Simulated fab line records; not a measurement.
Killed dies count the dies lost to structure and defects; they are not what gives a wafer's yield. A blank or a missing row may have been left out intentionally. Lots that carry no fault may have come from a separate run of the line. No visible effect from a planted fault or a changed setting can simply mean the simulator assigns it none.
A lot that was struck, set against a sound lot | flow sky130 | 43 out of 708 route steps
Sound: the wafers L949.1, L949.2, L949.4. Struck: wafers L963.3, L963.5. (L963.6 of the same lot was not struck and is left out.) The cause comes at the end.
At each step with rows: each side's tool, then ch and its chambers, then its first start. Under that, the readings that differ: sound wafers | struck wafers | difference of the means | sigmas: that difference in standard deviations of wafers without a fault.
alike: same words and numbers on both sides, and readings whose means sit less than 2 such deviations apart. not compared: any withheld reading, any reading some wafer has no value for, any bound like >300 that may hide the same value, and any number with overlapping values for which the record gives no deviation.
A row with sigmas, a row that says differs or no value, or rows on one side alone: a step with any of these is where the two part. When numbers do not overlap yet have no deviation, they are printed without sigmas and do not part them. Lack of a reading on every wafer of one side parts them only where that side has two or more wafers.

first, 2 steps without rows for these wafers: SKY_LDD_LDN_PEB_05; SKY_LDD_LDN_DEVELOP_06 (develop time 60 s).
SKY_LDD_LDN_OVL_MEAS_07:
  struck on overlay-01, day 27 09:39; sound on overlay-01, day 22 13:08
  alike: LDD_LDN_OVL
then, 4 steps without rows for these wafers: SKY_LDD_LDN_IMPLANT_08; SKY_LDD_LDN_IMPLANT_09; SKY_LDD_LDN_IMPLANT_10; SKY_LDD_LDN_IMPLANT_11.
SKY_LDD_LDN_STRIP_12: strips in O2/N2.
  sound on plasmaAsher-02 ch 0,1, day 22 13:47; struck on plasmaAsher-04 ch 0,1, day 27 10:19
reading                  | sound             | struck      | difference | sigmas
drypumpMotorCurrentA (A) | 5.1 5.2 5.2       | 6.0 6.0     | +0.8       | +2
stripTimeToEndpointS (s) | 14.22 14.27 14.22 | 14.16 14.14 | -0.09      | -2
  alike: oesProductAu
  not compared: rfHoursCounterH
SKY_LDD_LDN_TW_MEAS_13:
  struck on filmMetro-03, day 27 10:23; sound on filmMetro-03, day 22 13:53
  alike: LDD_LDN_TW
then, 2 steps without rows for these wafers: SKY_LDD_LDN_CLEAN_14 (cleans in SC1/SC2, time 150 s); SKY_SPACER_CVD_00 (deposits Si3N4 from DCS/NH3, target thk 43.1 nm, time 740 s).
SKY_SPACER_THK_MEAS_01:
  struck on filmMetro-02, day 27 12:32; sound on filmMetro-01, day 22 15:12
  alike: SPACER_CVD_00_THK
SKY_SPACER_ETCHBACK_02: etches Si3N4 in CH3F/O2, stops on SiO2, time 46.7 s, target depth 45 nm.
  sound on rieDiel-04 ch 0,1,2, day 22 15:16; struck on rieDiel-04 ch 0, day 27 12:34
  alike: drypumpMotorCurrentA, oesProductAu, throttleValvePct
  not compared: rfHoursCounterH
then, 8 steps without rows for these wafers: SKY_POLY_CUT_DEHYDRATE_00 (time 60 s); SKY_POLY_CUT_HMDS_01 (prime time 60 s); SKY_POLY_CUT_COAT_02 (resist thk 60 nm); SKY_POLY_CUT_COAT_03 (resist thk 447.2 nm); SKY_POLY_CUT_SOFTBAKE_04 (time 90 s); SKY_POLY_CUT_EXPOSE_05 (exposes mask NPCM, target cd 270 nm); SKY_POLY_CUT_PEB_06; SKY_POLY_CUT_DEVELOP_07 (develop time 60 s).
SKY_POLY_CUT_CD_MEAS_08: target cd 270 nm.
  struck on cdSem-02, day 28 17:10; sound on cdSem-02, day 23 21:32
  alike: cdNm
SKY_POLY_CUT_OVL_MEAS_09:
  struck on overlay-01, day 28 17:15; sound on overlay-01, day 23 21:40
reading           | sound | struck | difference | sigmas
POLY_CUT_OVL (nm) | 1 5 1 | -9 -8  | -11        | -2
then, 1 step without rows for these wafers: SKY_POLY_CUT_ETCH_10 (etches BARC in N2/H2, stops on SiO2, time 45.9 s, target depth 60 nm).
SKY_POLY_CUT_ETCH_11: etches Si3N4 in CF4/CH2F2/Ar, stops on poly-Si, time 42.5 s, target depth 60 nm.
  sound on rieDiel-03 ch 1,2,3, day 23 21:44; struck on rieDiel-02 ch 0,2, day 28 17:19
  alike: cf4FlowSccm, drypumpMotorCurrentA, mfcArSccm, oesProductAu, throttleValvePct
  not compared: rfHoursCounterH
SKY_POLY_CUT_STRIP_12: strips in O2/N2.
  sound on plasmaAsher-03 ch 0,1, day 23 21:46; struck on plasmaAsher-03 ch 0,1, day 28 17:23
  alike: drypumpMotorCurrentA, oesProductAu, stripTimeToEndpointS
  not compared: rfHoursCounterH
then, 3 steps without rows for these wafers: SKY_SD_P_DEHYDRATE_00 (time 60 s); SKY_SD_P_HMDS_01 (prime time 60 s); SKY_SD_P_COAT_02 (resist thk 1140 nm).
SKY_SD_P_SOFTBAKE_03: time 62.55 s.
  sound on lithoTrack-04 ch 0, day 24 12:26; struck on lithoTrack-04 ch 0, day 29 06:29
  alike: chillPlateTempC, plateSensorTCentreC, plateSensorTEdgeC
then, 3 steps without rows for these wafers: SKY_SD_P_EXPOSE_04 (exposes mask PSDM, target cd 380 nm); SKY_SD_P_PEB_05; SKY_SD_P_DEVELOP_06 (develop time 60 s).
SKY_SD_P_CD_MEAS_07: target cd 380 nm.
  struck on cdSem-02, day 29 20:43; sound on cdSem-01, day 25 03:26
reading   | sound             | struck      | difference | sigmas
cdNm (nm) | 377.1 377.2 374.1 | 385.0 385.5 | +9.1       | +4
SKY_SD_P_OVL_MEAS_08:
  struck on overlay-02, day 29 20:48; sound on overlay-02, day 25 03:34
  alike: SD_P_OVL
then, 1 step without rows for these wafers: SKY_SD_P_IMPLANT_09.
SKY_SD_P_STRIP_10: strips in O2/N2.
  sound on plasmaAsher-01 ch 0,1, day 25 03:44; struck on plasmaAsher-03 ch 0,1, day 29 21:01
  alike: drypumpMotorCurrentA, oesProductAu, stripTimeToEndpointS
  not compared: rfHoursCounterH
SKY_SD_P_TW_MEAS_11:
  struck on filmMetro-04, day 29 21:06; sound on filmMetro-04, day 25 03:50
  alike: SD_P_TW
then, 4 steps without rows for these wafers: SKY_RES_XHIGH_DEHYDRATE_00 (time 60 s); SKY_RES_XHIGH_HMDS_01 (prime time 60 s); SKY_RES_XHIGH_COAT_02 (resist thk 1140 nm); SKY_RES_XHIGH_SOFTBAKE_03 (time 60 s).
-- a jump in the record: the struck wafers' starts before and after are 19 days apart (it breaks off in module RES_XHIGH and resumes in module PAD_OPEN, where the first step shown is number 708 of the route) --
SKY_PAD_OPEN_PROBE_99:
  struck on prober-02, day 48 22:17; sound on prober-02, day 45 11:13
reading          | sound    | struck  | difference | sigmas
killedAtFrontEnd | 18 14 15 | 85 72   | +63        | +13
killedDies       | 82 75 74 | 141 134 | +60        | +6
  alike: killed_at_M0_to_M3, killed_at_M4_up, killedAtContacts, killedAtOther, killedOpen, killedShort

WHERE THEY PART
First at SKY_LDD_LDN_STRIP_12; last, within this record, at SKY_PAD_OPEN_PROBE_99.

WHY: what the simulator had put in
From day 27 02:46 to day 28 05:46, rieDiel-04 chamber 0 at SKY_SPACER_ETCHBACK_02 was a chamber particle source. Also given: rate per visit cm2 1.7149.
